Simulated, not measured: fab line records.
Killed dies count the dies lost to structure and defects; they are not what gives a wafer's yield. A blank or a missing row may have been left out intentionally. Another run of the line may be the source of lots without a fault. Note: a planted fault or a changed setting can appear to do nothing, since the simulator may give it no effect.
Problem report, 8D (eight disciplines) form, completed by code    flow sfqLine    the parts of the form that need people (team, actions taken, sign-off) are left out

1. WHAT IS WRONG
heaterPowerTotalW at SFQ_TRILAYER_M2_LITHO_PEB_060 reads a mean of 80.57 W on 4 wafers of 3 lots; wafers without a fault read 79.16 W with a standard deviation of 0.068. That is +21 standard deviations from the usual mean.
The step: peb time 60 s.
First observed at day 32 12:06: wafer L943.4, on lithoTrack-03. Wafers with a number at this step in the record: 19, from 7 lots. The rule behind "out" and "out of limits": a value lying over 4 standard deviations away from the usual mean. The rest of the wafers with a number are treated as sound.

2. WHAT IT IS, AND WHAT IT ISN'T
question                     is                              is not
which readings at this step  heaterPowerTotalW               -
which lots                   L943, L944, L945                L946, L956, L958, L960
which wafers of those lots   L943.4, L944.4, L945.4, L945.6  L943.3, L943.5, L944.1
read on which tools          lithoTrack-03                   lithoTrack-01, lithoTrack-04
when                         from day 32 12:06               up to then (2 sound wafers); but 13 sound wafers of L944, L946, L956, L958, L960 came after

3. SUSPECTS, AND WHAT RULES EACH OUT
Counting: if a tool at a process step up to the reading ran every lot that is out, it stays a suspect. Sound lots after the first of them don't rule it out here, since some wafers of a struck lot are sound.
- rieMetal-02 at SFQ_TRILAYER_I1_VIA_STRIP_STRIP_053 (strips in O2): kept. It ran every lot that is out, first L943 (day 25 21:05).
- pvdSputter-05 at SFQ_TRILAYER_M2_DEP_SPUTTER_055 (material Nb, target thk 200 nm, time 133.3 s): kept. It ran every lot that is out, first L943 (day 25 21:41).
- lithoTrack-03 at SFQ_TRILAYER_M2_LITHO_PEB_060 (peb time 60 s): kept. It ran every lot that is out, first L943 (day 32 12:06). On those wafers its own readings are out: heaterPowerTotalW.
The count leaves rieMetal-02 at SFQ_TRILAYER_I1_VIA_STRIP_STRIP_053, pvdSputter-05 at SFQ_TRILAYER_M2_DEP_SPUTTER_055, and lithoTrack-03 at SFQ_TRILAYER_M2_LITHO_PEB_060.

4. THE CAUSE (what the simulator had put in)
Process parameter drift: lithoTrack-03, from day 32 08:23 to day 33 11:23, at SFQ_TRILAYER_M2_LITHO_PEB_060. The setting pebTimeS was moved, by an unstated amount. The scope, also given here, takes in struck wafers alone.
Counting left 3 suspects, and this tool is among them.

5. SEQUENCE OF EFFECTS, ordered by route
Rows list readings where the struck wafers' mean (over those with a number) sits beyond 3 standard deviations from the usual. Only readings whose record carries a usual standard deviation are examined. hours: median over the lots of the time between each lot's start at the first step of this table that gives one and its start at this step. sigmas: the change, counted in usual standard deviations.
hours  step                           reading            usual    on struck wafers  change  sigmas
0      SFQ_TRILAYER_M2_LITHO_PEB_060  heaterPowerTotalW  79.16 W  80.57             +1.41   +21
Here are the process steps it includes:
- SFQ_TRILAYER_M2_LITHO_PEB_060: peb time 60 s.
Later steps that measure or inspect, where all struck wafers having a row at the step show a number for every such reading and not one has moved that far: SFQ_M2_OVL_MEAS_916.

6. HOW IT WOULD HAVE BEEN CAUGHT EARLIER
4 hours passed between the start of the fault at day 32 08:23 and the first reading out of limits in this record, taken at day 32 12:06.
